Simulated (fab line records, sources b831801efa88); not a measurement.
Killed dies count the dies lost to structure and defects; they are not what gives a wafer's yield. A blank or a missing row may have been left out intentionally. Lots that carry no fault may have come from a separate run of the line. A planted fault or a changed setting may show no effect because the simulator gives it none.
A lot that was struck, set against a sound lot :: flow sky130 :: 15 out of 708 route steps
Sound: these wafers, L704.3, L704.4, L704.6. Wafers struck: L714.1, L714.4, L714.5. The cause is named last.
Per side, at each step with rows, come the tool, then ch with its chambers, and then its first start. Under that, the readings that differ: sound wafers :: struck wafers :: difference of the means :: sigmas: that difference in standard deviations of wafers without a fault.
alike: readings whose means differ by less than 2 such deviations, and words and numbers that are the same on both sides. not compared: withheld readings, readings that some wafer has no value for, bounds like >300 that may hide the same value, and numbers for which the record gives no deviation and whose values overlap.
A row with sigmas, a row that says differs or no value, or rows on one side alone: a step with any of these is where the two part. Numbers that have no deviation but don't overlap get no sigmas and don't part them. A reading missing from all wafers of one side parts the sides only when that side holds two or more wafers.

first, 8 steps without rows for these wafers: SKY_LOCAL_INTERCONNECT_DEHYDRATE_03 (time 60 s); SKY_LOCAL_INTERCONNECT_HMDS_04 (prime time 60 s); SKY_LOCAL_INTERCONNECT_COAT_05 (resist thk 60 nm); SKY_LOCAL_INTERCONNECT_COAT_06 (resist thk 450 nm); SKY_LOCAL_INTERCONNECT_SOFTBAKE_07 (time 90 s); SKY_LOCAL_INTERCONNECT_EXPOSE_08 (exposes mask LI1M, target cd 170 nm); SKY_LOCAL_INTERCONNECT_PEB_09; SKY_LOCAL_INTERCONNECT_DEVELOP_10 (develop time 60 s).
SKY_LOCAL_INTERCONNECT_CD_MEAS_11: target cd 170 nm.
  struck on cd_sem-02, day 33 22:11; sound on cd_sem-02, day 30 06:58
  alike: cd_nm
SKY_LOCAL_INTERCONNECT_OVL_MEAS_12:
  struck on overlay-01, day 33 22:19; sound on overlay-01, day 30 07:04
  alike: LOCAL_INTERCONNECT_OVL
SKY_LOCAL_INTERCONNECT_ETCH_13: etches BARC in N2/H2, stops on SiO2, time 45.9 s, target depth 60 nm.
  sound on rie_metal-03 ch 1, day 30 07:08; struck on rie_metal-04 ch 0,1, day 33 22:20
  alike: drypump_motor_current_A, oes_product_au, throttle_valve_pct
  not compared: rf_hours_counter_h
SKY_LOCAL_INTERCONNECT_METAL_ETCH_14: etches TiN in Cl2/BCl3, stops on PSG, target depth 110 nm, time 31.4 s.
  sound on rie_metal-03 ch 1, day 30 07:15; struck on rie_metal-04 ch 0,1, day 33 22:25
  alike: drypump_motor_current_A, oes_product_au, throttle_valve_pct
  not compared: rf_hours_counter_h
SKY_LOCAL_INTERCONNECT_STRIP_15: strips in O2/N2.
  sound on plasma_asher-02 ch 0,1, day 30 07:21; struck on plasma_asher-02 ch 0,1, day 33 22:28
reading: chamber_pressure_mTorr (mTorr)
sound: 1502.5 1500.0 1499.5
struck: 1201.4 1200.1 1199.8
difference: -300.2
sigmas: -99 or more

reading: strip_time_to_endpoint_s (s)
sound: 4.746 4.742 4.728
struck: 5.025 5.057 5.045
difference: +0.304
sigmas: +16
  alike: drypump_motor_current_A, oes_product_au
  not compared: rf_hours_counter_h
then, 1 step without rows for these wafers: SKY_LOCAL_INTERCONNECT_STRIP_16 (strips in post etch residue remover, time 1200 s).
-- the record jumps here: 14 days lie between the struck wafers' starts before and after (it left off in module LOCAL_INTERCONNECT and takes up again in module PAD_OPEN, whose first step shown is number 708 of the route) --
SKY_PAD_OPEN_PROBE_99:
  struck on prober-02, day 48 09:30; sound on prober-02, day 45 14:01
  alike: killed_at_M0_to_M3, killed_at_M4_up, killed_at_contacts, killed_at_front_end, killed_at_other, killed_dies, killed_open, killed_short

## WHERE THEY PART
At SKY_LOCAL_INTERCONNECT_STRIP_15 and nowhere else, as far as this record goes. Later steps at which nothing parts them and some readings are alike: SKY_PAD_OPEN_PROBE_99.

WHY: whatever the simulator had introduced
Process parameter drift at SKY_LOCAL_INTERCONNECT_STRIP_15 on plasma_asher-02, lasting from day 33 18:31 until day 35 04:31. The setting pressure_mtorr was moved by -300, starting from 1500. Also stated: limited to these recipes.
